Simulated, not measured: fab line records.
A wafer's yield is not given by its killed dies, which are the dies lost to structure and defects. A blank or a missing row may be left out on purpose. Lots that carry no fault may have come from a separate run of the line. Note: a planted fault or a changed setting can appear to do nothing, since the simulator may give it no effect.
Which of the tools did it? | flow sky130 | 29 wafers from 10 lots sampled at 5 of the route's 708 steps

== WHAT EACH GAUGE READ, for each wafer ==
SKY_METAL2_RS_MEAS_05: measurement is done with a four-point probe. Usual: for METAL2_ALCU_RS the level is 0.1269 ohm/sq and the standard deviation is 0.0012.
lot  | measured     | on            | METAL2_ALCU_RS (ohm/sq) | flag
L612 | day 34 14:02 | film_metro-02 | 0.1263 0.1260 0.1248    |
L615 | day 35 10:31 | film_metro-04 | 0.1287 0.1270 0.1274    |
L614 | day 35 13:37 | film_metro-01 | 0.1265 0.1255 0.1273    |
L618 | day 36 05:50 | film_metro-02 | 0.1331 0.1325 0.1324    | OFF
L620 | day 36 18:53 | film_metro-01 | 0.1335 0.1333           | OFF
L622 | day 37 16:06 | film_metro-04 | 0.1255 0.1258 0.1266    |
L623 | day 38 01:01 | film_metro-02 | 0.1265 0.1259 0.1263    |
L624 | day 38 03:44 | film_metro-04 | 0.1264 0.1267 0.1258    |
L630 | day 40 01:05 | film_metro-02 | 0.1266 0.1258 0.1259    |
L635 | day 41 03:58 | film_metro-01 | 0.1258 0.1262 0.1250    |

SKY_METAL2_THK_MEAS_06: measures by xrf. Usual: for METAL2_ALCU_THK the level is 255.5 nm and the standard deviation is 2.5.
lot  | measured     | on            | METAL2_ALCU_THK (nm) | flag
L612 | day 34 14:09 | film_metro-02 | 256.9 258.3 259.0    |
L615 | day 35 10:36 | film_metro-04 | 253.1 256.1 255.2    |
L614 | day 35 13:44 | film_metro-01 | 259.6 260.5 258.6    |
L618 | day 36 05:57 | film_metro-02 | 244.4 243.5 245.6    | OFF
L620 | day 36 19:00 | film_metro-01 | 244.7 243.9          | OFF
L622 | day 37 16:13 | film_metro-04 | 257.9 255.9 255.8    |
L623 | day 38 01:08 | film_metro-02 | 255.4 254.3 256.0    |
L624 | day 38 03:51 | film_metro-04 | 256.2 256.6 258.8    |
L630 | day 40 01:12 | film_metro-02 | 254.6 256.7 258.0    |
L635 | day 41 04:04 | film_metro-01 | 256.8 258.4 258.3    |

== TOOL THAT RAN EACH LOT (tool first, then ch and the chambers of the sampled wafers, then the start) ==
lot  | SKY_VIA1_ETCH_15                   | SKY_METAL2_SPUTTER_01        | SKY_METAL2_SPUTTER_02
L612 | rie_diel-03 ch 1,2,3, day 34 12:35 | pvd_sputter-01, day 34 13:55 | pvd_sputter-01, day 34 13:56
L615 | rie_diel-03 ch 0,3, day 35 09:01   | pvd_sputter-01, day 35 10:19 | pvd_sputter-01, day 35 10:21
L614 | rie_diel-03 ch 0,2, day 35 12:10   | pvd_sputter-01, day 35 13:31 | pvd_sputter-01, day 35 13:32
L618 | rie_diel-03 ch 0,1,2, day 36 04:23 | pvd_sputter-01, day 36 05:43 | pvd_sputter-01, day 36 05:44
L620 | rie_diel-01 ch 0,1, day 36 17:27   | pvd_sputter-01, day 36 18:45 | pvd_sputter-01, day 36 18:47
L622 | rie_diel-03 ch 1,2, day 37 14:41   | pvd_sputter-03, day 37 15:59 | pvd_sputter-03, day 37 16:01
L623 | rie_diel-03 ch 0,2,3, day 37 23:35 | pvd_sputter-04, day 38 00:53 | pvd_sputter-04, day 38 00:55
L624 | rie_diel-04 ch 0,1,2, day 38 02:16 | pvd_sputter-03, day 38 03:36 | pvd_sputter-03, day 38 03:37
L630 | rie_diel-03 ch 1,2, day 39 23:34   | pvd_sputter-03, day 40 00:57 | pvd_sputter-03, day 40 00:58
L635 | rie_diel-04 ch 0,1,3, day 41 02:08 | pvd_sputter-04, day 41 03:49 | pvd_sputter-04, day 41 03:50
- SKY_VIA1_ETCH_15: etches SiO2 in C4F8/O2/Ar, stops on TiN, target depth 351 nm, time 54 s.
- SKY_METAL2_SPUTTER_01: material TiN, target thk 20 nm, time 16.7 s.
- SKY_METAL2_SPUTTER_02: material AlCu, target thk 250 nm, time 13.3 s.

== AS READ BY THE TOOLS THEMSELVES (means over the sampled wafers that have a number; for cases with no such wafer, the mark the record gives instead) ==
SKY_VIA1_ETCH_15. Usual: chamber_pressure_mTorr 40.00 mTorr, standard deviation 0.037; oes_product_au 0.982 a.u., standard deviation 0.0054.
lot  | tool        | chamber_pressure_mTorr (mTorr) | oes_product_au (a.u.) | flag
L612 | rie_diel-03 | 39.99                          | 0.978                 |
L615 | rie_diel-03 | 39.96                          | 0.982                 |
L614 | rie_diel-03 | 39.99                          | 0.983                 |
L618 | rie_diel-03 | 40.00                          | 0.975                 |
L620 | rie_diel-01 | 40.03                          | 0.990                 |
L622 | rie_diel-03 | 40.01                          | 0.981                 |
L623 | rie_diel-03 | 39.99                          | 0.980                 |
L624 | rie_diel-04 | 40.02                          | 0.985                 |
L630 | rie_diel-03 | 39.95                          | 0.980                 |
L635 | rie_diel-04 | 40.02                          | 0.984                 |

SKY_METAL2_SPUTTER_01. Usual: 30.1 % for throttle_valve_pct, sd 1.2.
lot  | tool           | throttle_valve_pct (%) | flag
L612 | pvd_sputter-01 | 29.5                   |
L615 | pvd_sputter-01 | 30.1                   |
L614 | pvd_sputter-01 | 29.7                   |
L618 | pvd_sputter-01 | 30.1                   |
L620 | pvd_sputter-01 | 30.6                   |
L622 | pvd_sputter-03 | 29.3                   |
L623 | pvd_sputter-04 | 31.0                   |
L624 | pvd_sputter-03 | 29.2                   |
L630 | pvd_sputter-03 | 28.4                   |
L635 | pvd_sputter-04 | 29.8                   |

SKY_METAL2_SPUTTER_02. Usual: 30.0 % for throttle_valve_pct, sd 1.2.
lot  | tool           | throttle_valve_pct (%) | flag
L612 | pvd_sputter-01 | 29.6                   |
L615 | pvd_sputter-01 | 30.2                   |
L614 | pvd_sputter-01 | 29.4                   |
L618 | pvd_sputter-01 | 30.1                   |
L620 | pvd_sputter-01 | 30.6                   |
L622 | pvd_sputter-03 | 29.1                   |
L623 | pvd_sputter-04 | 30.9                   |
L624 | pvd_sputter-03 | 29.3                   |
L630 | pvd_sputter-03 | 28.4                   |
L635 | pvd_sputter-04 | 29.9                   |

== THE ANSWER, worked out from the rows above alone ==
Rule: lot off if the mean of its wafers having a number is beyond 3 standard deviations from the usual mean. A lot without any number at a reading at which 4 lots or more have one is off too. Any other lot the step has rows for is counted as sound. First the gauges in route order, then the tools' own readings, where a lot's mean is used as printed above. The first step at which some lot is off is used, and at that step the reading that is off furthest; a lot without a number counts as furthest.
Off: at SKY_METAL2_RS_MEAS_05 (METAL2_ALCU_RS), L618, L620.
If a tool, at a process step before that reading, ran all the lots that are off and no sound lot after the first of them, it fits. Those tools and the gauges at SKY_METAL2_RS_MEAS_05 are tried in the same way. One fits: SKY_METAL2_SPUTTER_01 and SKY_METAL2_SPUTTER_02 on pvd_sputter-01. At SKY_METAL2_SPUTTER_01 its last sound lot is L614 (day 35 13:31), its first lot that is off L618 (day 36 05:43): a fault that began between those two fits.

== WHAT THE SIMULATOR HAD INSERTED ==
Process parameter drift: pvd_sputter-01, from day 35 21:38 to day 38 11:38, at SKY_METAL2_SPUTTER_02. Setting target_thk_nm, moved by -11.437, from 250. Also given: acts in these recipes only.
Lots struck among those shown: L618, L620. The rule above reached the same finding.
